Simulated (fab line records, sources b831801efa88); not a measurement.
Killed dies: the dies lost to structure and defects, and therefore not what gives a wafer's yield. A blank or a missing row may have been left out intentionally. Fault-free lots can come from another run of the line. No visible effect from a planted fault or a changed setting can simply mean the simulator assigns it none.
Chamber matching + flow sky130 + 4 sister chambers for SKY_METAL3_ETCH_17 on rie diel-02
The step etches SiO2 in C4F8/O2/Ar, stops on TiN, time 3.9 s, target depth 15 nm. 14 wafers are shown with their chamber, then 7 later ones without.

## WAFERS WITH THEIR CHAMBER
| wafer  | chamber | chamber pressure mTorr (mTorr) | bias w (W) | rf fwd power W (W) |
|--------|---------|--------------------------------|------------|--------------------|
| L191.1 | 2       | 40.02                          | 1202       | 1477               |
| L191.4 | 0       | 40.03                          | 1201       | 1476               |
| L191.6 | 3       | 39.97                          | 1205       | 1480               |
| L205.3 | 1       | 39.97                          | 1201       | 1475               |
| L205.5 | 2       | 40.01                          | 1203       | 1469               |
| L205.6 | 1       | 39.96                          | 1200       | 1467               |
| L209.1 | 2       | 40.04                          | 1201       | 1479               |
| L209.4 | 1       | 40.03                          | 1205       | 1475               |
| L209.6 | 1       | 39.98                          | 1201       | 1473               |
| L210.2 | 2       | 39.96                          | 1203       | 1484               |
| L210.3 | 1       | 40.05                          | 1196       | 1467               |
| L210.5 | 3       | 40.04                          | 1205       | 1467               |
| L211.1 | 2       | 39.98                          | 1205       | 1469               |
| L211.2 | 3       | 40.02                          | 1198       | 1475               |

SIGNATURES (means of the wafers above)
| reading                | chamber 0 | chamber 1 | chamber 2 | chamber 3 | scatter within a chamber |
|------------------------|-----------|-----------|-----------|-----------|--------------------------|
| chamber pressure mTorr | 40.0300   | 39.9980   | 40.0020   | 40.0100   | 0.036                    |
| bias w                 | 1201.00   | 1200.60   | 1202.80   | 1202.67   | 2.88                     |
| rf fwd power W         | 1476.00   | 1471.40   | 1475.60   | 1474.00   | 5.7                      |
Rule: a wafer's distance from a chamber is the root of the sum, over the readings, of the square of ((its reading less the chamber's mean) divided by the reading's scatter). The wafer belongs to the nearest chamber; if the next one is less than 2 further off, it can't be placed. The scatter: the root of (the sum of the squares of (reading less its chamber's mean) over the shown wafers, divided by (wafers less chambers)).

## WAFERS MISSING THEIR CHAMBER
| wafer  | chamber pressure mTorr (mTorr) | bias w (W) | rf fwd power W (W) |
|--------|--------------------------------|------------|--------------------|
| L211.5 | 39.97                          | 1199       | 1476               |
| L213.3 | 39.99                          | 1196       | 1483               |
| L213.4 | 39.99                          | 1199       | 1477               |
| L213.5 | 40.02                          | 1207       | 1468               |
| L214.2 | 39.99                          | 1196       | 1475               |
| L214.3 | 40.03                          | 1199       | 1475               |
| L214.4 | 40.03                          | 1196       | 1477               |

## THE CHAMBER EACH PASSED THROUGH
| wafer  | from the rows above               | in truth |
|--------|-----------------------------------|----------|
| L211.5 | can't be placed: 1 or 2 or 3 or 0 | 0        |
| L213.3 | can't be placed: 0 or 1 or 2 or 3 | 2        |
| L213.4 | can't be placed: 1 or 0 or 2 or 3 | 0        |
| L213.5 | can't be placed: 3 or 2 or 1 or 0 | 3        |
| L214.2 | can't be placed: 1 or 0 or 2 or 3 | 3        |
| L214.3 | can't be placed: 0 or 1 or 3 or 2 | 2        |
| L214.4 | can't be placed: 0 or 1 or 3 or 2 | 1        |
Placed correctly: 0 of 7. Unplaceable from these rows: 7, with the true chamber sitting among the candidates in 7. Number placed wrongly: 0.
